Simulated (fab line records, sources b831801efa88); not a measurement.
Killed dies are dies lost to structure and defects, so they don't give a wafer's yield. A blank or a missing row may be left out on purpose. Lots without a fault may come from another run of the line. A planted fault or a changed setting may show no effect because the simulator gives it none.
fab line records | flow sky130
record lots=5 wafers=15 last_day=50
route steps=708 shown LI_CONTACT@385 LOCAL_INTERCONNECT@387 PAD_OPEN@708
lots that met no fault: from a run of the same line without faults
start_h: hours from the record's first day to the start of the lot's first wafer shown | wait_h: hours since the lot's step before | " the same as in the row above | L1.1+2: a row that stands for several wafers | - no value, or no start given | * or withheld: withheld | < > ~ a bound
route shown NAME@n: a module of which the file shows steps, and the number in the route of the first | usual: mean/standard deviation of fault-free wafers | same: alike in all rows | chamber/n: place in a boat | sites: the reading at each site | _std_site: their standard deviation | _edge_site: outer sites' mean less inner sites' | radius_mm: how far each site lies from the wafer's centre | mask NAME#n: copy n | behind: the tool/chamber that last shaped the wafer | hold: why the lot was held/for how many hours/how that ended | device: the transistor (n, p or np) that didn't switch | end of line: the same wafers' tests at the end of the route | a step without rows: its recipe alone | killed: dies lost to structure and defects at the first sort, not the wafer's yield | map: a wafer's dies, x killed, . not, _ none there
set.NAME: the setting as run; set.NAME@STEP: as run at that earlier step | model.NAME: the simulator's own value behind a step, which no gauge read
lots at some steps of the route; a table a step, a row a wafer
services: from which hour (start_h, from the record's first day; less than 0 if before it) a tool's chamber was out of use, for how many hours, and why
## steps
# step SKY_LI_CONTACT_THK_MEAS_23
# recipe thk_meas_gauge=xrf reads=W_of_LI_CONTACT_CVD_21
# usual LI_CONTACT_W_THK=424/7.5
# columns lot.wafer tool chamber start_h wait_h LI_CONTACT_W_THK[nm]
L732.1 film_metro-01 - 665.95 0.1 425
L732.3 " - " " 425
L732.6 " - " " 427
L734.1 film_metro-04 - 686.52 0.1 417
L734.2 " - " " 420
L734.5 " - " " 415
L740.1 film_metro-01 - 744.15 0.1 438
L740.5 " - " " 444
L740.6 " - " " 438
L742.2 film_metro-01 - 753.27 0.1 435
L742.5 " - " " 435
L742.6 " - " " 439
L754.2 film_metro-04 - 840.45 0.1 412
L754.3 " - " " 414
L754.5 " - " " 415
# step SKY_LI_CONTACT_CMP_24
# recipe stop_on=PSG t_overpolish_s=20 down_force_psi=3.5 platen_rpm=60 target_thk_nm=0 pad_velocity_m_s=0.94248
# usual motor_current_A=11.4/0.85 overpolish_run_s=19.999/0.0091 slurry_filter_dp_kPa=13.48/0.13 time_to_endpoint_s=103/3.2
# columns lot.wafer tool chamber start_h wait_h motor_current_A overpolish_run_s slurry_filter_dp_kPa time_to_endpoint_s
L732.3 cmp-01 1 666.01 0.0 12.1 20.001 13.42 100
L732.1 " 0 " " 12.8 20.002 13.40 99
L732.6 " 1 " " 12.3 19.987 13.55 97
L734.2 cmp-01 0 686.68 0.1 12.8 19.989 13.50 106
L734.1 " 1 " " 11.5 19.985 13.33 103
L734.5 " 3 " " 11.2 20.007 13.64 106
L740.1 cmp-01 1 744.26 0.1 11.7 20.008 13.35 99
L740.6 " 0 " " 12.5 20.003 13.44 101
L740.5 " 1 " " 12.9 20.002 13.39 98
L742.2 cmp-01 0 753.47 0.2 12.5 19.998 13.34 99
L742.6 " 1 " " 11.7 20.003 13.74 100
L742.5 " 2 " " 11.1 20.003 13.69 98
L754.2 cmp-01 1 840.50 0.0 12.1 19.998 13.56 98
L754.3 " 2 " " 11.2 20.008 13.50 100
L754.5 " 2 " " 10.8 20.004 13.45 97
# step SKY_LOCAL_INTERCONNECT_SPUTTER_00
# recipe material=TiN target_thk_nm=100 temp_c=300 power_w=6500 time_s=83.3 chamber_pressure_pa=0.4
# usual substrate_temp_c=299.98/0.19 throttle_valve_pct=30.2/0.95
# columns lot.wafer tool chamber start_h wait_h substrate_temp_c throttle_valve_pct
L732.1 pvd_sputter-04 - 666.31 0.1 299.83 30.9
L732.3 " - " " 299.59 30.9
L732.6 " - " " 299.90 30.3
L734.1 pvd_sputter-01 - 686.88 0.1 299.82 30.9
L734.2 " - " " 299.97 31.6
L734.5 " - " " 299.89 30.2
L740.1 pvd_sputter-04 - 744.51 0.2 300.16 30.9
L740.5 " - " " 300.25 31.0
L740.6 " - " " 300.15 31.0
L742.2 pvd_sputter-04 - 753.62 0.1 300.01 31.2
L742.5 " - " " 299.99 30.9
L742.6 " - " " 299.80 30.2
L754.2 pvd_sputter-01 - 840.80 0.2 300.16 31.6
L754.3 " - " " 299.78 30.1
L754.5 " - " " 300.01 29.1
# step SKY_LOCAL_INTERCONNECT_RS_MEAS_01
# recipe thk_meas_gauge=four-point-probe reads=TiN_of_LOCAL_INTERCONNECT_SPUTTER_00
# usual LOCAL_INTERCONNECT_TIN_RS=14.13/0.15
# columns lot.wafer tool chamber start_h wait_h LOCAL_INTERCONNECT_TIN_RS[ohm/sq]
L732.1 film_metro-03 - 666.37 0.0 14.03
L732.3 " - " " 13.94
L732.6 " - " " 14.17
L734.1 film_metro-04 - 686.94 0.0 14.14
L734.2 " - " " 14.23
L734.5 " - " " 14.25
L740.1 film_metro-03 - 744.57 0.0 13.90
L740.5 " - " " 13.93
L740.6 " - " " 13.90
L742.2 film_metro-02 - 753.70 0.1 14.06
L742.5 " - " " 14.12
L742.6 " - " " 14.10
L754.2 film_metro-03 - 840.88 0.1 14.34
L754.3 " - " " 14.18
L754.5 " - " " 14.38
# step SKY_LOCAL_INTERCONNECT_THK_MEAS_02
# recipe thk_meas_gauge=xrf reads=TiN_of_LOCAL_INTERCONNECT_SPUTTER_00
# usual LOCAL_INTERCONNECT_TIN_THK=102.1/1.2
# columns lot.wafer tool chamber start_h wait_h LOCAL_INTERCONNECT_TIN_THK[nm]
L732.1 film_metro-03 - 666.49 0.1 103.0
L732.3 " - " " 103.6
L732.6 " - " " 102.2
L734.1 film_metro-04 - 687.06 0.1 101.5
L734.2 " - " " 101.3
L734.5 " - " " 100.6
L740.1 film_metro-03 - 744.69 0.1 103.7
L740.5 " - " " 103.6
L740.6 " - " " 103.9
L742.2 film_metro-02 - 753.81 0.1 103.5
L742.5 " - " " 103.0
L742.6 " - " " 102.4
L754.2 film_metro-03 - 840.99 0.1 101.3
L754.3 " - " " 102.4
L754.5 " - " " 100.6
# step SKY_LOCAL_INTERCONNECT_DEHYDRATE_03
# recipe temp_c=200 time_s=60
# step SKY_LOCAL_INTERCONNECT_HMDS_04
# recipe prime_time_s=60 prime_temp_c=120
# step SKY_LOCAL_INTERCONNECT_COAT_05
# recipe resist=BARC temp_c=withheld time_s=withheld spin_rpm=3000 resist_thk_nm=60
# step SKY_LOCAL_INTERCONNECT_COAT_06
# recipe resist=KrF-thick spin_rpm=3000 resist_thk_nm=443.6
# step SKY_LOCAL_INTERCONNECT_SOFTBAKE_07
# recipe temp_c=100 time_s=90 resist=KrF-thick
# step SKY_LOCAL_INTERCONNECT_EXPOSE_08
# recipe mask_id=LI1M na=0.8 source_shape=annular sigma_inner=0.55 sigma_outer=0.85 target_cd_nm=170 dose_mj=28
# step SKY_LOCAL_INTERCONNECT_PEB_09
# recipe peb_temp_c=withheld peb_time_s=withheld resist=KrF-thick
# step SKY_LOCAL_INTERCONNECT_DEVELOP_10
# recipe develop_time_s=60 resist=KrF-thick dev_temp_c=21
# usual resist_line_temp_C=22.98/0.11
# columns lot.wafer tool chamber start_h wait_h resist_line_temp_C
L732.1 litho_track-02 0 695 - 22.99
L732.3 " 0 " " 22.98
L732.6 " 0 " " 22.96
L734.1 litho_track-03 0 714 - 22.98
L734.2 " 0 " " 22.94
L734.5 " 0 " " 23.03
L740.1 litho_track-02 0 772 - 23.00
L740.5 " 0 " " 23.03
L740.6 " 0 " " 22.99
L742.2 litho_track-01 0 780 - 23.00
L742.5 " 0 " " 23.09
L742.6 " 0 " " 23.10
L754.2 litho_track-03 0 866 - 22.99
L754.3 " 0 " " 23.01
L754.5 " 0 " " 23.09
# step SKY_LOCAL_INTERCONNECT_CD_MEAS_11
# recipe target_cd_nm=170
# usual cd_nm=169.5/1.5
# columns lot.wafer tool chamber start_h wait_h cd_nm
L732.1 cd_sem-01 - 695.20 - 170.6
L732.3 " - " " 169.3
L732.6 " - " " 171.0
L734.1 cd_sem-01 - 714.97 - 169.4
L734.2 " - " " 170.2
L734.5 " - " " 170.1
L740.1 cd_sem-02 - 772.66 - 172.2
L740.5 " - " " 172.2
L740.6 " - " " 172.9
L742.2 cd_sem-01 - 780.76 - 172.5
L742.5 " - " " 172.9
L742.6 " - " " 170.7
L754.2 cd_sem-01 - 866.64 - 172.0
L754.3 " - " " 171.0
L754.5 " - " " 168.2
# step SKY_LOCAL_INTERCONNECT_OVL_MEAS_12
# usual LOCAL_INTERCONNECT_OVL=-3/4.9
# columns lot.wafer tool chamber start_h wait_h LOCAL_INTERCONNECT_OVL[nm]
L732.1 overlay-02 - 695.32 0.1 -9
L732.3 " - " " -7
L732.6 " - " " -5
L734.1 overlay-02 - 715.09 0.1 1
L734.2 " - " " -4
L734.5 " - " " 1
L740.1 overlay-01 - 772.78 0.1 -5
L740.5 " - " " 4
L740.6 " - " " -5
L742.2 overlay-02 - 780.86 0.1 -6
L742.5 " - " " -5
L742.6 " - " " -13
L754.2 overlay-01 - 866.75 0.1 -1
L754.3 " - " " -5
L754.5 " - " " -11
# step SKY_LOCAL_INTERCONNECT_ETCH_13
# recipe chemistry=N2/H2 target=BARC ion_energy_ev=200 bias_w=100 pressure_mtorr=30 n2_flow_sccm=100 h2_flow_sccm=200 icp_w=500 stop_on=SiO2 time_s=45.9 target_depth_a=600
# usual chamber_pressure_mTorr=29.995/0.029 drypump_motor_current_A=5.8/0.36 oes_product_au=0.855/0.0048 throttle_valve_pct=13.224/0.0097
# columns lot.wafer tool chamber start_h wait_h chamber_pressure_mTorr drypump_motor_current_A oes_product_au rf_hours_counter_h throttle_valve_pct model.LOCAL_INTERCONNECT.cd_nm
L732.1 rie_metal-04 0 695.36 0.0 29.966 5.7 0.853 9 13.209 170.9
L732.3 " 1 " " 29.989 6.4 0.863 - 13.228 169.2
L732.6 " 0 " " 30.055 5.7 0.849 - 13.230 170.8
L734.1 rie_metal-04 1 715.13 0.0 29.992 6.4 0.854 14 13.220 169.5
L734.2 " 0 " " 29.999 5.7 0.849 10 13.220 170.4
L734.5 " 0 " " 29.956 5.7 0.851 - 13.235 169.9
L740.1 rie_metal-04 0 772.81 0.0 29.973 5.7 0.863 12 13.220 172.6
L740.5 " 0 " " 30.016 5.7 0.854 - 13.212 172.3
L740.6 " 0 " " 30.038 5.7 0.854 - 13.230 172.9
L742.2 rie_metal-01 0 780.89 0.0 30.013 5.5 0.850 12 13.208 173.3
L742.5 " 1 " " 30.017 6.0 0.863 - 13.216 172.4
L742.6 " 0 " " 30.031 5.5 0.849 - 13.231 171.2
L754.2 rie_metal-02 1 866.78 0.0 30.007 5.6 0.853 10 13.211 171
L754.3 " 0 " " 29.942 5.3 0.856 - 13.245 170.3
L754.5 " 1 " " 30.028 5.6 0.855 - 13.219 168
# step SKY_LOCAL_INTERCONNECT_METAL_ETCH_14
# recipe target_depth_nm=110 stop_on=PSG chemistry=Cl2/BCl3 target=TiN resist_sidewall_deg=88 pressure_mtorr=10 icp_w=900 bias_w=48.5 Cl2_flow_sccm=60 bcl3_flow_sccm=30 time_s=31.4
# usual chamber_pressure_mTorr=9.999/0.009 drypump_motor_current_A=5.8/0.36 oes_product_au=0.942/0.0075 throttle_valve_pct=21.901/0.0093
# columns lot.wafer tool chamber start_h wait_h chamber_pressure_mTorr drypump_motor_current_A oes_product_au rf_hours_counter_h throttle_valve_pct model.LOCAL_INTERCONNECT.cd_nm
L732.1 rie_metal-04 0 695.42 0.0 10.004 5.8 0.946 9 21.899 171.6
L732.3 " 1 " " 10.027 6.4 0.950 - 21.895 169.6
L732.6 " 0 " " 9.986 5.7 0.953 - 21.909 171
L734.1 rie_metal-04 1 715.19 0.0 10.003 6.4 0.935 14 21.900 170.2
L734.2 " 0 " " 9.990 5.7 0.937 10 21.905 170.9
L734.5 " 0 " " 10.006 5.7 0.936 - 21.883 170.6
L740.1 rie_metal-04 0 772.94 0.1 10.000 5.7 0.956 12 21.879 173.3
L740.5 " 0 " " 10.005 5.7 0.943 - 21.910 172.7
L740.6 " 0 " " 10.002 5.7 0.950 - 21.905 173.2
L742.2 rie_metal-01 0 780.96 0.0 9.974 5.5 0.948 12 21.896 173.2
L742.5 " 1 " " 9.998 6.0 0.949 - 21.896 172.5
L742.6 " 0 " " 9.999 5.5 0.950 - 21.897 171.6
L754.2 rie_metal-02 1 866.84 0.0 9.997 5.6 0.932 10 21.895 171.2
L754.3 " 0 " " 9.999 5.3 0.943 - 21.896 170.6
L754.5 " 1 " " 10.004 5.6 0.927 - 21.924 168.8
# step SKY_LOCAL_INTERCONNECT_STRIP_15
# recipe chemistry=O2/N2 power_w=1400 pressure_mtorr=1500 platen_temp_c=withheld o2_flow_sccm=3000 n2_flow_sccm=300 overash_fraction=0.5
# usual chamber_pressure_mTorr=1500.2/1.4 drypump_motor_current_A=5.7/0.35 oes_product_au=0.424/0.0045 strip_time_to_endpoint_s=4.652/0.021
# columns lot.wafer tool chamber start_h wait_h chamber_pressure_mTorr drypump_motor_current_A oes_product_au rf_hours_counter_h strip_time_to_endpoint_s
L732.1 plasma_asher-02 0 695.48 0.0 1500.8 5.4 0.432 48 4.663
L732.3 " 1 " " 1499.7 5.7 0.429 - 4.654
L732.6 " 0 " " 1499.5 5.4 0.419 - 4.680
L734.1 plasma_asher-02 1 715.24 0.0 1499.9 5.7 0.425 50 4.673
L734.2 " 0 " " 1500.0 5.4 0.421 50 4.685
L734.5 " 0 " " 1498.9 5.4 0.422 - 4.651
L740.1 plasma_asher-03 0 773.04 0.1 1498.5 6.4 0.426 97 4.679
L740.5 " 0 " " 1499.5 6.4 0.420 - 4.657
L740.6 " 1 " " 1499.9 5.3 0.424 - 4.672
L742.2 plasma_asher-03 0 781.01 0.0 1499.8 6.4 0.426 98 4.606
L742.5 " 1 " " 1499.3 5.3 0.424 - 4.614
L742.6 " 0 " " 1500.7 6.4 0.419 - 4.628
L754.2 plasma_asher-03 1 866.89 0.0 1498.8 5.3 0.426 107 4.594
L754.3 " 0 " " 1501.3 6.4 0.424 - 4.623
L754.5 " 0 " " 1499.3 6.4 0.426 - 4.620
# step SKY_PAD_OPEN_PROBE_99
# usual killed_at_M0_to_M3=43/6.5 killed_at_M4_up=3.2/1.8 killed_at_contacts=24/5 killed_at_front_end=15/4.1 killed_at_other=0.3/0.54 killed_dies=85/9.3 killed_open=47/7.2 killed_short=39/5.9
# same gross_dies=492 killed_at_back_side=0
# columns lot.wafer tool chamber start_h wait_h killed_at_M0_to_M3 killed_at_M4_up killed_at_contacts killed_at_front_end killed_at_other killed_dies killed_open killed_short model.etest.res_li.line_ohm_um
L732.1 prober-02 - 1065.38 0.1 36 3 19 23 0 81 42 38 74.03
L732.3 prober-02 - 1065.48 0.2 36 2 16 14 0 68 39 28 75.04
L732.6 prober-02 - 1065.63 0.2 37 4 27 16 1 85 48 35 74.5
L734.1 prober-02 - 1085.34 0.1 46 3 21 13 0 83 37 46 74.98
L734.2 prober-02 - 1085.39 0.1 49 3 23 11 0 86 45 41 75.59
L734.5 prober-02 - 1085.54 0.2 48 2 20 13 0 83 48 35 75.42
L740.1 prober-02 - 1126.15 0.1 52 3 18 12 1 86 47 39 72.59
L740.5 prober-02 - 1126.35 0.2 44 4 22 14 1 85 48 37 72.99
L740.6 prober-02 - 1126.40 0.2 39 3 15 11 1 69 42 26 72.66
L742.2 prober-02 - 1132.31 0.1 44 2 13 12 0 71 33 38 73.78
L742.5 prober-02 - 1132.46 0.2 50 2 20 10 0 82 48 34 73.59
L742.6 prober-02 - 1132.51 0.2 46 5 11 14 0 76 37 39 74.51
L754.2 prober-02 - 1189.34 0.1 42 4 26 10 0 82 44 38 75.52
L754.3 prober-02 - 1189.39 0.2 49 3 29 23 0 104 55 49 75.04
L754.5 prober-02 - 1189.49 0.2 44 1 22 10 1 78 41 37 76.79
# killed by level:class
L732.1 VIA1:geometric_particle:open=8 CONTACT:geometric_particle:open=7 POLY_GATE:geometric_particle:short=6 POLY_GATE:geometric_particle:open=6 FIELD_ISO:geometric_particle:open=5 LI_CONTACT:geometric_particle:short=4 METAL1:geometric_particle:open=4 METAL1:geometric_particle:short=4
L732.3 CONTACT:geometric_particle:open=9 VIA1:geometric_particle:open=8 VIA2:geometric_particle:open=7 METAL1:geometric_particle:short=6 VIA3:geometric_particle:open=5 FIELD_ISO:geometric_particle:short=4 LI_CONTACT:geometric_particle:open=4 METAL2:geometric_particle:short=4
L732.6 CONTACT:geometric_particle:open=13 VIA1:geometric_particle:open=10 METAL1:geometric_particle:short=7 VIA2:geometric_particle:open=6 LI_CONTACT:geometric_particle:open=6 POLY_GATE:geometric_particle:open=5 METAL2:geometric_particle:short=4 METAL4:geometric_particle:short=4
L734.1 METAL1:geometric_particle:short=8 METAL2:geometric_particle:short=8 CONTACT:geometric_particle:open=7 VIA3:geometric_particle:open=7 VIA2:geometric_particle:open=6 LI_CONTACT:geometric_particle:open=6 FIELD_ISO:geometric_particle:short=5 VIA1:geometric_particle:open=4
L734.2 VIA1:geometric_particle:open=10 VIA2:geometric_particle:open=10 CONTACT:geometric_particle:open=9 VIA3:geometric_particle:open=6 CONTACT:geometric_particle:short=6 VIA2:geometric_particle:short=6 FIELD_ISO:geometric_particle:short=4 LI_CONTACT:geometric_particle:open=4
L734.5 VIA3:geometric_particle:open=13 VIA1:geometric_particle:open=10 CONTACT:geometric_particle:open=6 VIA2:geometric_particle:open=6 LI_CONTACT:geometric_particle:open=5 CONTACT:geometric_particle:short=5 VIA3:geometric_particle:short=5 POLY_GATE:geometric_particle:short=4
L740.1 VIA1:geometric_particle:open=13 CONTACT:geometric_particle:open=10 VIA1:geometric_particle:short=7 VIA2:geometric_particle:open=7 METAL2:geometric_particle:short=5 VIA3:geometric_particle:open=5 CONTACT:geometric_particle:short=4 METAL1:geometric_particle:short=4
L740.5 VIA1:geometric_particle:open=9 METAL2:geometric_particle:short=8 VIA3:geometric_particle:open=7 LI_CONTACT:geometric_particle:open=7 CONTACT:geometric_particle:open=6 VIA2:geometric_particle:open=6 FIELD_ISO:geometric_particle:open=5 VIA1:geometric_particle:short=5
L740.6 VIA1:geometric_particle:open=13 CONTACT:geometric_particle:short=6 VIA2:geometric_particle:open=6 VIA1:geometric_particle:short=5 VIA3:geometric_particle:open=5 CONTACT:geometric_particle:open=4 POLY_GATE:geometric_particle:open=3 METAL2:geometric_particle:short=3
L742.2 VIA1:geometric_particle:open=8 METAL2:geometric_particle:short=7 VIA3:geometric_particle:open=6 VIA2:geometric_particle:open=5 VIA2:geometric_particle:short=4 LI_CONTACT:geometric_particle:open=4 CONTACT:geometric_particle:open=4 VIA3:geometric_particle:short=4
L742.5 VIA1:geometric_particle:open=12 CONTACT:geometric_particle:open=10 METAL2:geometric_particle:short=9 VIA3:geometric_particle:open=7 VIA2:geometric_particle:open=6 LI_CONTACT:geometric_particle:open=5 FIELD_ISO:geometric_particle:short=4 METAL1:geometric_particle:short=4
L742.6 VIA3:geometric_particle:open=10 VIA2:geometric_particle:open=9 FIELD_ISO:geometric_particle:short=7 VIA1:geometric_particle:short=5 METAL2:geometric_particle:short=5 VIA2:geometric_particle:short=5 LOCAL_INTERCONNECT:geometric_particle:short=4 VIA1:geometric_particle:open=4
L754.2 CONTACT:geometric_particle:open=12 VIA1:geometric_particle:open=10 METAL2:geometric_particle:short=7 LI_CONTACT:geometric_particle:open=6 FIELD_ISO:geometric_particle:open=4 LOCAL_INTERCONNECT:geometric_particle:short=4 CONTACT:geometric_particle:short=4 VIA1:geometric_particle:short=4
L754.3 CONTACT:geometric_particle:open=13 VIA1:geometric_particle:open=12 METAL2:geometric_particle:short=10 FIELD_ISO:geometric_particle:open=6 VIA3:geometric_particle:open=6 FIELD_ISO:geometric_particle:short=5 LOCAL_INTERCONNECT:geometric_particle:short=5 VIA1:geometric_particle:short=5
L754.5 VIA1:geometric_particle:open=13 CONTACT:geometric_particle:open=8 CONTACT:geometric_particle:short=7 METAL2:geometric_particle:short=5 VIA2:geometric_particle:open=5 VIA3:geometric_particle:open=5 METAL1:geometric_particle:short=4 METAL3:geometric_particle:short=4
## services
# columns tool chamber start_h hours kind
plasma_asher-02 - 648.52 0.9 repair
pvd_sputter-04 - 653.75 1.5 repair
rie_metal-04 1 653.97 15.9 repair
rie_metal-02 0 723.02 10.2 repair
cmp-01 - 723.49 4.1 pm
plasma_asher-02 - 734.70 1.1 repair
rie_metal-02 1 740.58 22.0 repair
cmp-01 - 745.26 4.0 pm
cmp-01 - 749.26 - consumable_replace:conditioner
plasma_asher-02 - 751.07 14.6 pm
rie_metal-04 1 768.00 - clean
rie_metal-04 1 768.00 27.9 scheduled_down
rie_metal-04 1 768.00 27.9 vent_cycle
pvd_sputter-01 - 775.36 1.7 repair
rie_metal-02 0 779.14 9.0 repair
rie_metal-02 - 783.55 1.4 pm
cmp-01 - 787.43 3.0 repair
plasma_asher-02 - 796.57 3.4 repair
rie_metal-04 0 799.50 5.3 repair
pvd_sputter-01 - 801.59 0.9 repair
pvd_sputter-04 - 808.97 1.4 repair
pvd_sputter-04 - 816.75 6.7 repair
rie_metal-02 - 818.43 0.7 repair
cmp-01 - 852.17 13.3 pm
## key
first_sign none at tools or gauges
model_effect step=SKY_LOCAL_INTERCONNECT_ETCH_13 value=LOCAL_INTERCONNECT.cd_nm without=168.5 struck=172.6
model_effect step=SKY_LOCAL_INTERCONNECT_METAL_ETCH_14 value=LOCAL_INTERCONNECT.cd_nm without=168.9 struck=173.1
model_effect step=SKY_PAD_OPEN_PROBE_99 value=etest.res_li.line_ohm_um without=74.52 struck=72.75
met_at SKY_LOCAL_INTERCONNECT_DEVELOP_10
struck_wafers L740.1,L740.5,L740.6
tester_left_out L740
onset_between 695 772
also_fits SKY_LOCAL_INTERCONNECT_ETCH_13:rie_metal-04
fault kind=process_parameter_drift tool=litho_track-02 chamber=- onset_h=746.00 steps=SKY_LOCAL_INTERCONNECT_DEVELOP_10 channel=develop_time_s offset=* shape=step end_h=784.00 acts_in=* stated=*
# tester_left_out: of these lots the tester's yield and bins aren't shown, on N5 and GAA mostly nor the transistor test; their killed dies are dies lost to structure and defects alone, not to doping, threshold or leakage, so they don't give the yield
